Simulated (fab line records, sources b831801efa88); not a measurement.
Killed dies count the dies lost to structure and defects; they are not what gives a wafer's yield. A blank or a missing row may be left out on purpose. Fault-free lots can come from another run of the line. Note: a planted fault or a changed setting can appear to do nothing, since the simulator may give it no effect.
Which tool is to blame?    flow sky130    6 lots, 18 wafers sampled, at 2 steps of a route of 708

== WHAT THE GAUGES SHOWED, per wafer ==
SKY_CAPM_RS_MEAS_03: measures by four-point-probe.
lot   measured      on            CAPM_TIN_RS (ohm/sq)
L367  day 38 06:07  filmMetro-01  6.68 6.70 6.65
L366  day 38 06:49  filmMetro-01  6.79 6.67 6.79
L372  day 39 04:57  filmMetro-04  6.70 6.71 6.70
L374  day 40 08:48  filmMetro-02  6.72 6.67 6.63
L379  day 41 08:00  filmMetro-01  6.55 6.60 6.51
L382  day 42 07:54  filmMetro-04  6.68 6.65 6.62

== WHAT TOOL EACH LOT RAN ON (gives the tool, then ch and the chambers of the sampled wafers, and finally the start) ==
lot   SKY_CONTACT_ETCH_16
L367  rieDiel-02 ch 0,2,3, day 33 01:44
L366  rieDiel-01 ch 0,1,3, day 33 02:52
L372  rieDiel-02 ch 1,2,3, day 34 10:41
L374  rieDiel-02 ch 1,2,3, day 35 18:36
L379  rieDiel-04 ch 1,2, day 36 20:49
L382  rieDiel-02 ch 0,2,3, day 37 21:40
- SKY_CONTACT_ETCH_16: etches BARC in N2/H2, stops on SiO2, time 45.9 s, target depth 60 nm.

== THE ANSWER, worked out from the rows above alone ==
Rule: what is usual is taken from the lots themselves. The widest of any qualifying gaps counts: lots, ordered by their means at a reading, are off when they make up no more than a third of the lots, leave a main group of 4 or more, and stand apart from it by 3 or more times the standard deviation of that group's means. If all means in a main group match to the digits the tables above print for the reading, that group is not used. A lot without any number at a reading at which 4 lots or more have one is off too. The other lots that the step has rows for count as sound.
No lot is off on any of the readings shown, so nothing can be concluded from this.

== WHAT THE SIMULATOR PUT IN ==
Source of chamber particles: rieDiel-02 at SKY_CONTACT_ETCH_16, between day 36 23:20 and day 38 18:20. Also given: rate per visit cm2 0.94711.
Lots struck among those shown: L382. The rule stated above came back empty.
